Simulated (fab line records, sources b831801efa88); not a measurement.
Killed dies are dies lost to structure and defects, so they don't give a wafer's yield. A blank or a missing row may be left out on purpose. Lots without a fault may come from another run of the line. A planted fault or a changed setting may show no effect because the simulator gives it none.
Which tool did it? | flow gf180mcu | 12 lots, 36 wafers sampled, at 2 steps of a route of 602

WHAT THE GAUGES READ, wafer by wafer
GF_V3_THK_MEAS_03.
lot  | measured     | on            | V3_CVD_02_THK (nm)
L604 | day 21 03:24 | film_metro-02 | 841 841 849
L606 | day 21 20:59 | film_metro-01 | 837 845 845
L607 | day 22 16:30 | film_metro-03 | 838 842 858
L608 | day 22 23:31 | film_metro-02 | 835 846 854
L611 | day 23 16:48 | film_metro-02 | 834 843 841
L612 | day 24 12:19 | film_metro-01 | 844 850 859
L613 | day 24 13:46 | film_metro-01 | 851 829 848
L614 | day 24 20:50 | film_metro-03 | 847 833 841
L615 | day 25 07:22 | film_metro-03 | 840 853 861
L620 | day 27 03:16 | film_metro-02 | 828 823 841
L624 | day 28 04:10 | film_metro-03 | 832 829 849
L627 | day 28 22:25 | film_metro-01 | 837 840 856

WHICH TOOL RAN EACH LOT (tool, then ch and the chambers of the sampled wafers, then the start)
lot  | GF_M3_SPUTTER_01
L604 | pvd_sputter-03, day 20 02:43
L606 | pvd_sputter-03, day 20 19:38
L607 | pvd_sputter-04, day 21 15:52
L608 | pvd_sputter-03, day 21 23:23
L611 | pvd_sputter-01, day 22 16:28
L612 | pvd_sputter-01, day 23 13:10
L613 | pvd_sputter-03, day 23 13:54
L614 | pvd_sputter-03, day 23 22:26
L615 | pvd_sputter-04, day 24 07:52
L620 | pvd_sputter-01, day 26 05:28
L624 | pvd_sputter-04, day 27 07:46
L627 | pvd_sputter-04, day 28 02:14
- GF_M3_SPUTTER_01: material TiN, target thk 30 nm, time 25 s.

WHAT THE TOOLS THEMSELVES READ (means of the sampled wafers that have a number; where no wafer has one, the mark that the record gives instead)
GF_M3_SPUTTER_01.
lot  | tool           | throttle_valve_pct (%)
L604 | pvd_sputter-03 | 30.5
L606 | pvd_sputter-03 | 30.5
L607 | pvd_sputter-04 | 30.2
L608 | pvd_sputter-03 | 30.0
L611 | pvd_sputter-01 | 31.0
L612 | pvd_sputter-01 | 30.7
L613 | pvd_sputter-03 | 30.3
L614 | pvd_sputter-03 | 29.7
L615 | pvd_sputter-04 | 29.1
L620 | pvd_sputter-01 | 30.5
L624 | pvd_sputter-04 | 29.6
L627 | pvd_sputter-04 | 29.5

THE ANSWER, worked out from the rows above alone
Rule: what is usual is taken from the lots themselves. Put in order of their means at a reading, lots are off if they are a third of the lots or fewer, leave a main group of 4 or more, and stand apart from it by a gap of 3 or more times the standard deviation of the main group's means; of several such gaps the widest counts. A main group whose means are all the same, to the digits that the tables above print for the reading, isn't used. A lot without any number at a reading at which 4 lots or more have one is off too. The other lots that the step has rows for count as sound. The gauges are gone through in route order, then the tools' own readings, and for those a lot's mean is taken as printed above. The first step at which some lot is off is used, and at that step the reading that is off furthest; a lot without a number counts as furthest.
No lot is off at any reading shown: from this, nothing can be told.

WHAT THE SIMULATOR HAD PUT IN
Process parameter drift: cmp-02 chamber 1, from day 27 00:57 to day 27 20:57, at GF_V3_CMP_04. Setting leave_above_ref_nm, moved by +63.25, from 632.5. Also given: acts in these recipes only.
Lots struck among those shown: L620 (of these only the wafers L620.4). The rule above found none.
